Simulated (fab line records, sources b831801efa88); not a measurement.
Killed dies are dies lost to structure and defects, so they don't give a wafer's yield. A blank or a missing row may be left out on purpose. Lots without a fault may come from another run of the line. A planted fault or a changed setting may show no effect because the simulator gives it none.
Chamber matching | flow sky130 | SKY_SONOS_ONO_ETCH_15 on rie_diel-03: 4 sister chambers
The step etches the open film in CHF3/O2, target depth 19.52 nm, time 7.8 s. 33 wafers are shown with their chamber, then 12 later ones without.

WAFERS WITH THEIR CHAMBER
wafer  | chamber | drypump_motor_current_A (A) | oes_product_au (a.u.) | chf3_flow_sccm (sccm)
L076.2 | 1       | 5.5                         | 0.994                 | 49.86
L076.3 | 3       | 5.1                         | 1.001                 | 50.24
L076.6 | 2       | 5.2                         | 0.996                 | 49.92
L077.1 | 0       | 5.2                         | 0.990                 | 50.08
L077.2 | 1       | 5.5                         | 0.978                 | 50.25
L077.3 | 3       | 5.2                         | 1.009                 | 50.11
L077.4 | 2       | 5.2                         | 0.989                 | 50.11
L077.5 | 2       | 5.2                         | 0.992                 | 50.11
L077.6 | 1       | 5.5                         | 0.991                 | 50.17
L078.1 | 0       | 5.2                         | 1.001                 | 49.97
L078.4 | 3       | 5.1                         | 1.002                 | 49.85
L078.6 | 3       | 5.2                         | 1.008                 | 49.93
L081.1 | 2       | 5.2                         | 1.011                 | 49.57
L081.3 | 3       | 5.1                         | 1.004                 | 49.66
L081.5 | 3       | 5.1                         | 1.002                 | 49.65
L082.1 | 2       | 5.2                         | 0.997                 | 50.18
L082.3 | 0       | 5.3                         | 1.007                 | 49.96
L082.6 | 3       | 5.2                         | 0.990                 | 49.91
L083.1 | 1       | 5.5                         | 0.989                 | 50.09
L083.2 | 3       | 5.2                         | 0.997                 | 50.04
L083.3 | 0       | 5.2                         | 1.007                 | 50.18
L083.4 | 2       | 5.2                         | 0.998                 | 49.86
L083.5 | 0       | 5.3                         | 0.998                 | 50.04
L083.6 | 1       | 5.5                         | 0.993                 | 50.02
L085.1 | 3       | 5.2                         | 1.009                 | 50.00
L085.4 | 2       | 5.2                         | 1.007                 | 50.09
L085.6 | 0       | 5.2                         | 1.013                 | 50.07
L088.2 | 0       | 5.3                         | 1.004                 | 50.03
L088.5 | 1       | 5.5                         | 0.984                 | 50.05
L088.6 | 0       | 5.2                         | 1.014                 | 50.04
L091.1 | 0       | 5.2                         | 1.007                 | 50.00
L091.2 | 2       | 5.1                         | 1.000                 | 49.73
L091.5 | 1       | 5.5                         | 0.997                 | 50.23

SIGNATURES (means of the wafers above)
reading                 | chamber 0 | chamber 1 | chamber 2 | chamber 3 | scatter within a chamber
drypump_motor_current_A | 5.233     | 5.500     | 5.188     | 5.156     | 0.0419
oes_product_au          | 1.00456   | 0.98943   | 0.99875   | 1.00244   | 0.00689
chf3_flow_sccm          | 50.0411   | 50.0957   | 49.9462   | 49.9322   | 0.163
Rule: a wafer's distance from a chamber is the root of the sum, over the readings, of the square of ((its reading less the chamber's mean) divided by the reading's scatter). The wafer belongs to the nearest chamber; if the next one is less than 2 further off, it can't be placed. The scatter: the root of (the sum of the squares of (reading less its chamber's mean) over the shown wafers, divided by (wafers less chambers)).

WAFERS WITHOUT THEIR CHAMBER
wafer  | drypump_motor_current_A (A) | oes_product_au (a.u.) | chf3_flow_sccm (sccm)
L093.1 | 5.2                         | 0.993                 | 50.07
L093.3 | 5.1                         | 0.987                 | 50.13
L093.4 | 5.2                         | 0.999                 | 49.93
L095.4 | 5.2                         | 0.992                 | 49.95
L095.5 | 5.5                         | 0.993                 | 49.99
L095.6 | 5.2                         | 0.998                 | 49.91
L096.1 | 5.2                         | 0.991                 | 49.76
L096.2 | 5.5                         | 0.986                 | 50.11
L096.3 | 5.2                         | 1.007                 | 50.02
L097.3 | 5.2                         | 1.002                 | 49.86
L097.5 | 5.2                         | 0.991                 | 49.92
L097.6 | 5.1                         | 0.988                 | 50.00

WHICH CHAMBER EACH WENT THROUGH
wafer  | from the rows above          | in truth
L093.1 | can't be placed: 2 or 0 or 3 | 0
L093.3 | can't be placed: 3 or 2 or 0 | 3
L093.4 | can't be placed: 2 or 3 or 0 | 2
L095.4 | can't be placed: 2 or 3 or 0 | 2
L095.5 | 1                            | 1
L095.6 | can't be placed: 2 or 3 or 0 | 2
L096.1 | can't be placed: 2 or 3 or 0 | 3
L096.2 | 1                            | 1
L096.3 | can't be placed: 0 or 2 or 3 | 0
L097.3 | can't be placed: 2 or 3 or 0 | 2
L097.5 | can't be placed: 2 or 3 or 0 | 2
L097.6 | can't be placed: 3 or 2 or 0 | 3
Placed correctly: 2 of 12. Can't be placed from these rows: 10 (the true chamber is among the candidates in 10). Placed wrongly: 0.
